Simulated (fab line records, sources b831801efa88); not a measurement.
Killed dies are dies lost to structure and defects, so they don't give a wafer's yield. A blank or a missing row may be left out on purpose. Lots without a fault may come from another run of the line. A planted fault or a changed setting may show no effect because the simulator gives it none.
fab line records | flow sky130
record lots=13 wafers=39 last_day=50
route steps=708 shown METAL4@598 CAP2M@607 PAD_OPEN@708
lots that met no fault: from a run of the same line without faults
start_h: hours from the record's first day to the start of the lot's first wafer shown | wait_h: hours since the lot's step before | " the same as in the row above | L1.1+2: a row that stands for several wafers | - no value, or no start given | * or withheld: withheld | < > ~ a bound
route shown NAME@n: a module of which the file shows steps, and the number in the route of the first | usual: mean/standard deviation of fault-free wafers | same: alike in all rows | chamber/n: place in a boat | sites: the reading at each site | _std_site: their standard deviation | _edge_site: outer sites' mean less inner sites' | radius_mm: how far each site lies from the wafer's centre | mask NAME#n: copy n | behind: the tool/chamber that last shaped the wafer | hold: why the lot was held/for how many hours/how that ended | device: the transistor (n, p or np) that didn't switch | end of line: the same wafers' tests at the end of the route | a step without rows: its recipe alone | killed: dies lost to structure and defects at the first sort, not the wafer's yield | map: a wafer's dies, x killed, . not, _ none there
set.NAME: the setting as run; set.NAME@STEP: as run at that earlier step | model.NAME: the simulator's own value behind a step, which no gauge read
steps of the route over a sample of lots; a table a step, a row a wafer
services: from which hour (start_h, from the record's first day; less than 0 if before it) a tool's chamber was out of use, for how many hours, and why
## steps
# step SKY_METAL4_SPUTTER_00
# recipe material=Ti target_thk_nm=15 power_w=3000 time_s=10 chamber_pressure_pa=0.4
# usual throttle_valve_pct=30.1/0.86
# columns lot.wafer tool chamber start_h wait_h throttle_valve_pct
L121.1 pvd_sputter-01 - 947.39 0.2 30.8
L121.2 " - " " 30.2
L121.6 " - " " 30.8
L123.4 pvd_sputter-03 - 963.73 0.2 28.5
L123.5 " - " " 28.2
L123.6 " - " " 30.4
L124.2 pvd_sputter-01 - 965.69 0.2 30.4
L124.5 " - " " 30.9
L124.6 " - " " 30.1
L125.2 pvd_sputter-01 - 979.21 0.1 30.8
L125.4 " - " " 30.2
L125.6 " - " " 30.0
L127.3 pvd_sputter-01 - 1000.57 0.1 31.0
L127.5 " - " " 30.3
L127.6 " - " " 29.8
L132.2 pvd_sputter-03 - 1018.37 0.1 28.4
L132.4 " - " " 30.2
L132.5 " - " " 31.0
L131.2 pvd_sputter-01 - 1020.81 0.2 30.7
L131.3 " - " " 30.1
L131.4 " - " " 30.5
L135.3 pvd_sputter-01 - 1036.35 0.2 29.8
L135.4 " - " " 31.0
L135.6 " - " " 30.1
L137.2 pvd_sputter-04 - 1051.27 0.1 31.4
L137.3 " - " " 29.8
L137.6 " - " " 31.3
L138.3 pvd_sputter-01 - 1059.51 0.1 30.9
L138.5 " - " " 30.0
L138.6 " - " " 30.7
L141.2 pvd_sputter-01 - 1071.62 0.2 30.4
L141.3 " - " " 30.0
L141.5 " - " " 30.3
L143.1 pvd_sputter-01 - 1079.17 0.2 30.7
L143.4 " - " " 30.1
L143.5 " - " " 30.2
L142.1 pvd_sputter-03 - 1080.92 0.1 30.8
L142.2 " - " " 30.0
L142.4 " - " " 28.7
# step SKY_METAL4_SPUTTER_02
# recipe material=AlCu target_thk_nm=735 power_w=10600 time_s=39.1 chamber_pressure_pa=0.4
# usual throttle_valve_pct=30.2/0.82
# columns lot.wafer tool chamber start_h wait_h throttle_valve_pct
L121.1 pvd_sputter-01 - 947.44 0.0 30.6
L121.2 " - " " 30.3
L121.6 " - " " 30.5
L123.4 pvd_sputter-03 - 963.78 0.0 28.7
L123.5 " - " " 28.3
L123.6 " - " " 30.6
L124.2 pvd_sputter-01 - 965.73 0.0 30.8
L124.5 " - " " 30.6
L124.6 " - " " 30.3
L125.2 pvd_sputter-01 - 979.26 0.0 30.6
L125.4 " - " " 29.9
L125.6 " - " " 30.3
L127.3 pvd_sputter-01 - 1000.62 0.0 30.6
L127.5 " - " " 30.1
L127.6 " - " " 30.1
L132.2 pvd_sputter-03 - 1018.42 0.0 28.5
L132.4 " - " " 30.1
L132.5 " - " " 30.6
L131.2 pvd_sputter-01 - 1020.86 0.0 30.7
L131.3 " - " " 30.2
L131.4 " - " " 31.1
L135.3 pvd_sputter-01 - 1036.40 0.0 30.0
L135.4 " - " " 30.4
L135.6 " - " " 29.9
L137.2 pvd_sputter-04 - 1051.32 0.0 31.5
L137.3 " - " " 29.8
L137.6 " - " " 31.4
L138.3 pvd_sputter-01 - 1059.56 0.0 30.5
L138.5 " - " " 30.0
L138.6 " - " " 30.8
L141.2 pvd_sputter-01 - 1071.67 0.0 30.8
L141.3 " - " " 29.8
L141.5 " - " " 30.0
L143.1 pvd_sputter-01 - 1079.22 0.0 30.4
L143.4 " - " " 30.1
L143.5 " - " " 30.0
L142.1 pvd_sputter-03 - 1080.97 0.0 30.5
L142.2 " - " " 30.3
L142.4 " - " " 28.9
# step SKY_CAP2M_THK_MEAS_04
# recipe thk_meas_gauge=xrf reads=TiN_of_CAP2M_SPUTTER_02
# usual CAP2M_TIN_THK=201.7/2.6
# columns lot.wafer tool chamber start_h wait_h CAP2M_TIN_THK[nm]
L121.1 film_metro-03 - 947.85 0.1 198.6
L121.2 " - " " 204.8
L121.6 " - " " 199.5
L123.4 film_metro-02 - 964.23 0.1 205.7
L123.5 " - " " 207.2
L123.6 " - " " 206.6
L124.2 film_metro-02 - 966.16 0.1 199.2
L124.5 " - " " 199.9
L124.6 " - " " 198.7
L125.2 film_metro-02 - 979.69 0.1 205.0
L125.4 " - " " 202.2
L125.6 " - " " 204.3
L127.3 film_metro-04 - 1001.06 0.1 199.0
L127.5 " - " " 204.8
L127.6 " - " " 199.8
L132.2 film_metro-03 - 1018.85 0.1 193.6
L132.4 " - " " 199.0
L132.5 " - " " 194.8
L131.2 film_metro-02 - 1021.29 0.1 204.2
L131.3 " - " " 200.3
L131.4 " - " " 204.1
L135.3 film_metro-02 - 1036.84 0.1 203.2
L135.4 " - " " 206.1
L135.6 " - " " 208.1
L137.2 film_metro-02 - 1051.75 0.1 200.1
L137.3 " - " " 200.3
L137.6 " - " " 199.4
L138.3 film_metro-03 - 1060.00 0.1 203.1
L138.5 " - " " 203.1
L138.6 " - " " 204.7
L141.2 film_metro-02 - 1072.10 0.1 199.2
L141.3 " - " " 202.8
L141.5 " - " " 200.1
L143.1 film_metro-04 - 1079.64 0.1 202.8
L143.4 " - " " 201.6
L143.5 " - " " 202.9
L142.1 film_metro-03 - 1081.39 0.1 202.5
L142.2 " - " " 197.5
L142.4 " - " " 203.2
# step SKY_CAP2M_DEVELOP_11
# recipe resist=NOVOLAK developer=TMAH develop_time_s=60 dev_temp_c=23
# usual developer_temp_C=23.02/0.11 exhaust_pa=45.3/0.81
# columns lot.wafer tool chamber start_h wait_h developer_temp_C exhaust_pa
L121.1 litho_track-03 0 972.06 0.1 23.01 44.2
L121.2 " 0 " " 22.97 45.3
L121.6 " 0 " " 22.94 45.8
L123.4 litho_track-01 0 988.51 0.1 23.21 46.2
L123.5 " 0 " " 23.07 45.8
L123.6 " 0 " " 22.99 45.6
L124.2 litho_track-01 0 989.46 0.1 22.94 46.5
L124.5 " 0 " " 23.00 46.2
L124.6 " 0 " " 22.85 45.1
L125.2 litho_track-03 0 1003.28 0.1 23.04 46.1
L125.4 " 0 " " 23.08 44.5
L125.6 " 0 " " 23.02 43.7
L127.3 litho_track-01 0 1023.23 0.1 22.95 45.2
L127.5 " 0 " " 23.03 45.1
L127.6 " 0 " " 23.00 44.5
L132.2 litho_track-03 0 1040.39 0.1 23.09 45.6
L132.4 " 0 " " 22.97 44.3
L132.5 " 0 " " 23.03 46.8
L131.2 litho_track-03 0 1042.89 0.1 23.07 44.2
L131.3 " 0 " " 22.90 43.9
L131.4 " 0 " " 23.03 44.6
L135.3 litho_track-01 0 1058.53 0.1 22.08 45.8
L135.4 " 0 " " 22.03 46.6
L135.6 " 0 " " 22.13 46.5
L137.2 litho_track-01 0 1072.51 0.1 22.21 44.6
L137.3 " 0 " " 22.23 45.0
L137.6 " 0 " " 22.28 45.0
L138.3 litho_track-02 0 1080.72 0.1 22.97 46.1
L138.5 " 0 " " 23.04 46.4
L138.6 " 0 " " 23.10 47.1
L141.2 litho_track-02 0 1092.35 0.1 23.05 45.2
L141.3 " 0 " " 23.08 45.2
L141.5 " 0 " " 23.00 44.9
L143.1 litho_track-03 0 1100.21 0.1 23.00 45.3
L143.4 " 0 " " 23.00 44.9
L143.5 " 0 " " 22.90 46.2
L142.1 litho_track-02 0 1101.32 0.1 23.25 44.9
L142.2 " 0 " " 23.11 45.9
L142.4 " 0 " " 23.15 46.1
# step SKY_PAD_OPEN_PROBE_99
# usual defect_limited_yield=82.2/1.9 killed_at_M0_to_M3=44/6.8 killed_at_M4_up=3.1/1.8 killed_at_contacts=25/5.2 killed_at_front_end=15/4.1 killed_at_other=0.3/0.62 killed_dies=88/9.4 killed_open=48/7.1 killed_short=40/6.1 sort_bin_3_pad_short=0.9/0.38 sort_bin_5_function=10.5/1.5 sort_bin_6_memory=6.5/1.2 sort_bin_8_speed=0.5/0.95 sort_n_pass=402/10 sort_yield_pct=81.6/2
# same gross_dies=492 killed_at_back_side=0 sort_bin_4_leakage[%]=0
# columns lot.wafer tool chamber start_h wait_h defect_limited_yield[%] killed_at_M0_to_M3 killed_at_M4_up killed_at_contacts killed_at_front_end killed_at_other killed_dies killed_open killed_short sort_bin_3_pad_short[%] sort_bin_5_function[%] sort_bin_6_memory[%] sort_bin_8_speed[%] sort_n_pass sort_yield_pct[%]
L121.1 prober-01 - 1090.38 0.1 84.1 36 2 28 11 1 78 38 40 0.8 10.6 4.5 0.2 413 83.9
L121.2 prober-01 - 1090.43 0.1 83.3 38 5 26 13 0 82 43 38 0.8 9.8 6.1 0.4 408 82.9
L121.6 prober-01 - 1090.63 0.2 82.5 49 2 24 11 0 86 55 31 0.6 11.8 5.1 0 406 82.5
L123.4 prober-01 - 1104.83 0.2 82.9 48 4 23 9 0 84 47 37 0.4 11.8 4.9 0 408 82.9
L123.5 prober-01 - 1104.88 0.2 86.0 28 2 22 17 0 69 41 28 0.4 8.1 5.5 0.2 422 85.8
L123.6 prober-01 - 1104.93 0.2 83.1 39 5 25 14 0 83 43 40 1.2 10.0 5.7 0 409 83.1
L124.2 prober-02 - 1106.23 0.1 83.5 46 3 22 9 1 81 41 40 0.8 8.3 7.3 0 411 83.5
L124.5 prober-02 - 1106.38 0.2 84.1 39 4 26 9 0 78 36 42 1.4 8.1 6.3 0.2 413 83.9
L124.6 prober-02 - 1106.43 0.2 85.4 34 8 18 12 0 72 36 36 0.6 9.8 4.3 0.4 418 85.0
L125.2 prober-01 - 1116.85 0.1 81.7 40 6 26 17 1 90 43 47 0.8 11.2 6.3 1.2 396 80.5
L125.4 prober-01 - 1116.95 0.2 84.1 36 3 25 14 0 78 41 37 0 10.2 5.7 1.2 408 82.9
L125.6 prober-01 - 1117.05 0.2 82.7 42 3 27 13 0 85 44 41 1.6 8.5 7.1 1.8 398 80.9
L127.3 prober-02 - 1134.34 0.2 83.3 39 1 30 12 0 82 46 36 0.8 10.6 5.3 0 410 83.3
L127.5 prober-02 - 1134.44 0.2 82.5 44 2 27 13 0 86 50 36 1.0 9.3 7.1 0.2 405 82.3
L127.6 prober-02 - 1134.49 0.2 77.6 58 4 32 16 0 110 72 38 0.4 13.2 8.7 0.4 380 77.2
L132.2 prober-01 - 1151.68 0.1 83.3 40 2 23 17 0 82 41 41 0.2 9.1 7.3 0 410 83.3
L132.4 prober-01 - 1151.78 0.2 80.5 46 0 36 13 1 96 52 44 1.0 11.2 7.3 0 396 80.5
L132.5 prober-01 - 1151.83 0.2 82.1 37 4 32 14 1 88 49 39 1.0 10.0 6.9 0.2 403 81.9
L131.2 prober-01 - 1153.18 0.1 82.9 42 6 20 16 0 84 41 43 0.8 12.6 3.7 0.2 407 82.7
L131.3 prober-01 - 1153.23 0.2 80.7 42 2 32 19 0 95 50 43 1.0 12.8 5.5 0 397 80.7
L131.4 prober-01 - 1153.28 0.2 83.3 43 4 22 13 0 82 45 37 1.0 8.5 7.1 0.2 409 83.1
L135.3 prober-01 - 1164.20 0.2 84.8 39 2 15 19 0 75 43 30 0.4 8.3 6.5 0 417 84.8
L135.4 prober-01 - 1164.25 0.2 79.9 51 5 29 14 0 99 54 44 1.4 12.0 6.7 1.0 388 78.9
L135.6 prober-01 - 1164.35 0.2 77.6 54 7 25 24 0 110 57 53 1.0 13.0 8.3 0.6 379 77.0
L137.2 prober-01 - 1175.95 0.1 86.6 43 2 14 7 0 66 41 25 1.0 7.9 4.5 0.2 425 86.4
L137.3 prober-01 - 1176.00 0.2 83.5 45 0 23 13 0 81 46 35 0.2 10.6 5.7 0.8 407 82.7
L137.6 prober-01 - 1176.15 0.2 83.7 43 4 20 13 0 80 45 35 0.8 10.0 5.5 0.2 411 83.5
L138.3 prober-02 - 1183.43 0.2 80.5 47 2 29 18 0 96 50 46 1.4 11.4 6.7 0 396 80.5
L138.5 prober-02 - 1183.53 0.2 83.5 43 2 29 7 0 81 47 34 1.0 9.1 6.3 0.4 409 83.1
L138.6 prober-02 - 1183.58 0.2 81.1 53 3 24 13 0 93 48 45 0.2 12.0 6.7 0.2 398 80.9
L141.2 prober-01 - 1192.05 0.1 82.5 36 2 25 21 2 86 46 39 0.8 9.3 7.3 0.4 404 82.1
L141.3 prober-01 - 1192.10 0.2 81.5 42 2 26 18 3 91 52 38 0.8 11.2 6.5 0.2 400 81.3
L141.5 prober-01 - 1192.20 0.2 83.3 36 4 26 16 0 82 47 35 0.2 11.2 5.3 0.4 408 82.9
L143.1 prober-02 - 1197.90 0.1 82.9 31 2 35 16 0 84 54 30 0.4 10.4 6.3 0.2 407 82.7
L143.4 prober-02 - 1198.05 0.2 80.1 47 4 32 15 0 98 53 45 1.4 8.9 9.6 0 394 80.1
L143.5 prober-02 - 1198.10 0.2 81.1 46 6 21 20 0 93 53 39 0.8 10.2 7.9 0.2 398 80.9
L142.1 prober-01 - 1198.64 0.1 82.1 43 4 16 25 0 88 39 49 0.8 11.2 5.9 0 404 82.1
L142.2 prober-01 - 1198.69 0.1 80.5 41 3 36 16 0 96 54 42 0.6 11.8 7.1 0.6 393 79.9
L142.4 prober-01 - 1198.79 0.2 81.7 46 6 25 13 0 90 40 48 0.8 9.6 7.9 0.2 401 81.5
# killed by level:class
L121.1 CONTACT:geometric_particle:open=12 CONTACT:geometric_particle:short=6 VIA1:geometric_particle:open=6 METAL1:geometric_particle:short=5 LI_CONTACT:geometric_particle:open=5 LOCAL_INTERCONNECT:geometric_particle:short=4 VIA1:geometric_particle:short=4 METAL2:geometric_particle:short=4
L121.2 VIA2:geometric_particle:open=9 CONTACT:geometric_particle:open=7 LI_CONTACT:geometric_particle:open=6 VIA1:geometric_particle:open=6 CONTACT:geometric_particle:short=5 METAL1:geometric_particle:short=5 VIA3:geometric_particle:open=5 METAL4:geometric_particle:short=5
L121.6 VIA1:geometric_particle:open=14 CONTACT:geometric_particle:open=12 VIA2:geometric_particle:open=8 VIA3:geometric_particle:open=7 VIA1:geometric_particle:short=6 LI_CONTACT:geometric_particle:open=5 FIELD_ISO:geometric_particle:short=4 LI_CONTACT:geometric_particle:short=4
L123.4 VIA1:geometric_particle:open=13 CONTACT:geometric_particle:open=10 VIA1:geometric_particle:short=8 VIA2:geometric_particle:open=8 POLY_GATE:geometric_particle:open=5 METAL1:geometric_particle:short=5 LOCAL_INTERCONNECT:geometric_particle:short=4 CONTACT:geometric_particle:short=4
L123.5 CONTACT:geometric_particle:open=9 VIA1:geometric_particle:open=8 FIELD_ISO:geometric_particle:open=7 LI_CONTACT:geometric_particle:open=5 FIELD_ISO:geometric_particle:short=4 LOCAL_INTERCONNECT:geometric_particle:short=4 METAL2:geometric_particle:short=4 VIA3:geometric_particle:open=4
L123.6 VIA1:geometric_particle:open=9 METAL1:geometric_particle:short=8 LI_CONTACT:geometric_particle:open=7 CONTACT:geometric_particle:open=7 VIA2:geometric_particle:open=5 FIELD_ISO:geometric_particle:short=4 POLY_GATE:geometric_particle:open=4 LOCAL_INTERCONNECT:geometric_particle:short=4
L124.2 VIA1:geometric_particle:open=10 VIA3:geometric_particle:open=8 CONTACT:geometric_particle:open=7 METAL1:geometric_particle:short=7 METAL2:geometric_particle:short=7 LI_CONTACT:geometric_particle:open=5 POLY_GATE:geometric_particle:open=4 LOCAL_INTERCONNECT:geometric_particle:short=4
L124.5 VIA1:geometric_particle:open=11 LI_CONTACT:geometric_particle:open=9 METAL2:geometric_particle:short=9 VIA2:geometric_particle:open=6 LOCAL_INTERCONNECT:geometric_particle:short=6 CONTACT:geometric_particle:short=6 CONTACT:geometric_particle:open=3 METAL1:geometric_particle:short=3
L124.6 VIA1:geometric_particle:open=9 METAL4:geometric_particle:short=7 CONTACT:geometric_particle:open=6 VIA2:geometric_particle:open=6 LI_CONTACT:geometric_particle:open=5 VIA1:geometric_particle:short=5 FIELD_ISO:geometric_particle:short=4 LI_CONTACT:geometric_particle:short=4
L125.2 METAL1:geometric_particle:short=12 LI_CONTACT:geometric_particle:open=8 VIA1:geometric_particle:open=7 FIELD_ISO:geometric_particle:open=6 CONTACT:geometric_particle:open=6 VIA3:geometric_particle:open=5 LI_CONTACT:geometric_particle:short=4 CONTACT:geometric_particle:short=4
L125.4 LI_CONTACT:geometric_particle:open=13 VIA1:geometric_particle:open=7 FIELD_ISO:geometric_particle:open=6 VIA1:geometric_particle:short=6 FIELD_ISO:geometric_particle:short=5 VIA2:geometric_particle:open=5 METAL1:geometric_particle:short=4 LI_CONTACT:geometric_particle:short=3
L125.6 VIA1:geometric_particle:open=9 VIA1:geometric_particle:short=9 CONTACT:geometric_particle:open=8 LI_CONTACT:geometric_particle:open=7 FIELD_ISO:geometric_particle:short=6 CONTACT:geometric_particle:short=6 VIA2:geometric_particle:open=5 LOCAL_INTERCONNECT:geometric_particle:short=4
L127.3 VIA1:geometric_particle:open=10 CONTACT:geometric_particle:short=9 VIA2:geometric_particle:open=8 LOCAL_INTERCONNECT:geometric_particle:short=6 VIA3:geometric_particle:open=6 CONTACT:geometric_particle:open=5 LI_CONTACT:geometric_particle:open=4 METAL2:geometric_particle:short=4
L127.5 CONTACT:geometric_particle:open=9 LI_CONTACT:geometric_particle:open=8 VIA2:geometric_particle:open=8 VIA1:geometric_particle:open=7 VIA3:geometric_particle:short=6 VIA3:geometric_particle:open=6 METAL3:geometric_particle:short=4 CONTACT:geometric_particle:short=4
L127.6 VIA1:geometric_particle:open=19 VIA3:geometric_particle:open=14 LI_CONTACT:geometric_particle:open=9 CONTACT:geometric_particle:open=9 VIA2:geometric_particle:open=7 POLY_GATE:geometric_particle:open=6 LI_CONTACT:geometric_particle:short=5 CONTACT:geometric_particle:short=5
L132.2 CONTACT:geometric_particle:open=12 METAL2:geometric_particle:short=9 LI_CONTACT:geometric_particle:open=7 METAL1:geometric_particle:short=7 VIA3:geometric_particle:short=6 FIELD_ISO:geometric_particle:short=5 POLY_GATE:geometric_particle:open=5 VIA1:geometric_particle:short=5
L132.4 CONTACT:geometric_particle:open=18 VIA1:geometric_particle:short=10 LI_CONTACT:geometric_particle:open=6 CONTACT:geometric_particle:short=6 VIA1:geometric_particle:open=6 METAL1:geometric_particle:short=6 VIA2:geometric_particle:open=6 LOCAL_INTERCONNECT:geometric_particle:short=5
L132.5 CONTACT:geometric_particle:open=10 VIA1:geometric_particle:open=8 CONTACT:geometric_particle:short=7 LI_CONTACT:geometric_particle:open=6 LOCAL_INTERCONNECT:geometric_particle:short=6 METAL1:geometric_particle:short=6 VIA3:geometric_particle:open=6 POLY_GATE:geometric_particle:open=4
L131.2 VIA1:geometric_particle:open=11 METAL1:geometric_particle:short=8 FIELD_ISO:geometric_particle:open=7 CONTACT:geometric_particle:open=6 METAL4:geometric_particle:short=5 VIA2:geometric_particle:open=5 FIELD_ISO:geometric_particle:short=4 LI_CONTACT:geometric_particle:short=4
L131.3 VIA1:geometric_particle:open=15 LI_CONTACT:geometric_particle:open=10 CONTACT:geometric_particle:open=8 VIA1:geometric_particle:short=7 POLY_GATE:geometric_particle:short=6 LOCAL_INTERCONNECT:geometric_particle:short=6 CONTACT:geometric_particle:short=5 FIELD_ISO:geometric_particle:open=4
L131.4 CONTACT:geometric_particle:open=12 VIA1:geometric_particle:open=12 VIA2:geometric_particle:open=8 FIELD_ISO:geometric_particle:short=4 VIA2:geometric_particle:short=4 LOCAL_INTERCONNECT:geometric_particle:short=4 METAL1:geometric_particle:short=4 VIA1:geometric_particle:short=4
L135.3 VIA1:geometric_particle:open=13 VIA2:geometric_particle:open=7 POLY_GATE:geometric_particle:open=6 VIA1:geometric_particle:short=5 VIA3:geometric_particle:open=5 FIELD_ISO:geometric_particle:open=4 POLY_GATE:geometric_particle:short=3 LI_CONTACT:geometric_particle:short=3
L135.4 VIA1:geometric_particle:open=11 CONTACT:geometric_particle:open=10 LI_CONTACT:geometric_particle:open=9 VIA3:geometric_particle:open=8 VIA2:geometric_particle:open=7 METAL1:geometric_particle:short=6 VIA2:geometric_particle:short=5 CONTACT:geometric_particle:short=4
L135.6 VIA1:geometric_particle:open=14 METAL2:geometric_particle:short=11 POLY_GATE:geometric_particle:open=8 CONTACT:geometric_particle:open=8 LI_CONTACT:geometric_particle:open=7 FIELD_ISO:geometric_particle:short=6 FIELD_ISO:geometric_particle:open=6 CONTACT:geometric_particle:short=6
L137.2 VIA1:geometric_particle:open=10 CONTACT:geometric_particle:open=8 VIA2:geometric_particle:open=8 VIA1:geometric_particle:short=7 LI_CONTACT:geometric_particle:open=5 METAL1:geometric_particle:short=5 METAL2:geometric_particle:short=5 VIA3:geometric_particle:open=4
L137.3 VIA1:geometric_particle:open=15 CONTACT:geometric_particle:open=13 METAL1:geometric_particle:short=6 METAL2:geometric_particle:short=6 VIA1:geometric_particle:short=4 FIELD_ISO:geometric_particle:open=3 LI_CONTACT:geometric_particle:open=3 CONTACT:geometric_particle:short=3
L137.6 VIA1:geometric_particle:open=12 CONTACT:geometric_particle:open=7 LI_CONTACT:geometric_particle:open=6 METAL2:geometric_particle:short=6 CONTACT:geometric_particle:short=5 METAL1:geometric_particle:short=5 METAL4:geometric_particle:short=4 VIA2:geometric_particle:open=4
L138.3 LI_CONTACT:geometric_particle:open=10 VIA1:geometric_particle:open=10 VIA2:geometric_particle:open=10 CONTACT:geometric_particle:open=5 FIELD_ISO:geometric_particle:open=5 POLY_GATE:geometric_particle:short=5 LI_CONTACT:geometric_particle:short=5 LOCAL_INTERCONNECT:geometric_particle:short=5
L138.5 VIA1:geometric_particle:open=14 LI_CONTACT:geometric_particle:open=9 CONTACT:geometric_particle:open=8 LOCAL_INTERCONNECT:geometric_particle:short=5 METAL3:geometric_particle:short=5 METAL1:geometric_particle:short=4 VIA3:geometric_particle:open=4 LI_CONTACT:geometric_particle:short=3
L138.6 VIA1:geometric_particle:open=14 VIA1:geometric_particle:short=11 CONTACT:geometric_particle:open=8 LI_CONTACT:geometric_particle:open=7 VIA2:geometric_particle:short=7 FIELD_ISO:geometric_particle:short=5 VIA3:geometric_particle:open=5 POLY_GATE:geometric_particle:open=4
L141.2 CONTACT:geometric_particle:open=12 VIA1:geometric_particle:open=8 FIELD_ISO:geometric_particle:short=6 FIELD_ISO:geometric_particle:open=6 VIA2:geometric_particle:open=6 METAL2:geometric_particle:short=5 POLY_GATE:geometric_particle:open=4 LOCAL_INTERCONNECT:geometric_particle:short=4
L141.3 VIA1:geometric_particle:open=10 FIELD_ISO:geometric_particle:open=9 CONTACT:geometric_particle:open=9 VIA2:geometric_particle:open=6 VIA3:geometric_particle:open=6 VIA3:geometric_particle:short=6 LI_CONTACT:geometric_particle:open=5 LOCAL_INTERCONNECT:geometric_particle:short=5
L141.5 VIA1:geometric_particle:open=9 CONTACT:geometric_particle:open=8 VIA2:geometric_particle:open=7 VIA1:geometric_particle:short=6 POLY_GATE:geometric_particle:open=5 LI_CONTACT:geometric_particle:open=5 LOCAL_INTERCONNECT:geometric_particle:short=5 POLY_GATE:geometric_particle:short=4
L143.1 CONTACT:geometric_particle:open=13 LI_CONTACT:geometric_particle:open=12 VIA1:geometric_particle:open=11 POLY_GATE:geometric_particle:short=5 CONTACT:geometric_particle:short=5 VIA2:geometric_particle:open=5 LOCAL_INTERCONNECT:geometric_particle:short=3 POLY_GATE:geometric_particle:open=3
L143.4 CONTACT:geometric_particle:open=16 VIA1:geometric_particle:open=15 CONTACT:geometric_particle:short=8 METAL1:geometric_particle:short=7 POLY_GATE:geometric_particle:short=5 VIA2:geometric_particle:open=5 VIA1:geometric_particle:short=5 VIA2:geometric_particle:short=5
L143.5 CONTACT:geometric_particle:open=10 VIA1:geometric_particle:open=10 VIA3:geometric_particle:open=9 POLY_GATE:geometric_particle:short=7 LI_CONTACT:geometric_particle:open=7 METAL1:geometric_particle:short=7 FIELD_ISO:geometric_particle:short=5 METAL3:geometric_particle:short=4
L142.1 METAL2:geometric_particle:short=9 FIELD_ISO:geometric_particle:open=8 VIA1:geometric_particle:open=7 VIA1:geometric_particle:short=7 CONTACT:geometric_particle:short=5 CONTACT:geometric_particle:open=5 VIA3:geometric_particle:open=5 FIELD_ISO:geometric_particle:short=4
L142.2 CONTACT:geometric_particle:open=13 LI_CONTACT:geometric_particle:open=9 VIA1:geometric_particle:open=8 VIA2:geometric_particle:open=7 FIELD_ISO:geometric_particle:short=6 POLY_GATE:geometric_particle:open=6 LOCAL_INTERCONNECT:geometric_particle:short=5 METAL1:geometric_particle:short=5
L142.4 METAL1:geometric_particle:short=12 VIA1:geometric_particle:open=10 LOCAL_INTERCONNECT:geometric_particle:short=9 CONTACT:geometric_particle:open=7 CONTACT:geometric_particle:short=6 FIELD_ISO:geometric_particle:open=5 VIA2:geometric_particle:open=4 METAL1:geometric_particle:open=4
## services
# columns tool chamber start_h hours kind
litho_track-02 - 944.16 - consumable_replace:filter
pvd_sputter-04 - 982.74 9.6 repair
## key
first_sign step=SKY_CAP2M_DEVELOP_11 reading=developer_temp_C direction=down sigmas=7.9 usual=* struck=*
effect none on later readings
met_at SKY_CAP2M_DEVELOP_11
struck_lots L135,L137
not_acting_at SKY_METAL4_SPUTTER_00,SKY_METAL4_SPUTTER_02,SKY_CAP2M_THK_MEAS_04
onset_between 1023.23 1058.53
fault kind=process_parameter_drift tool=litho_track-01 chamber=- onset_h=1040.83 steps=SKY_CAP2M_DEVELOP_11 channel=dev_temp_c offset=* shape=step end_h=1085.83 acts_in=* stated=*
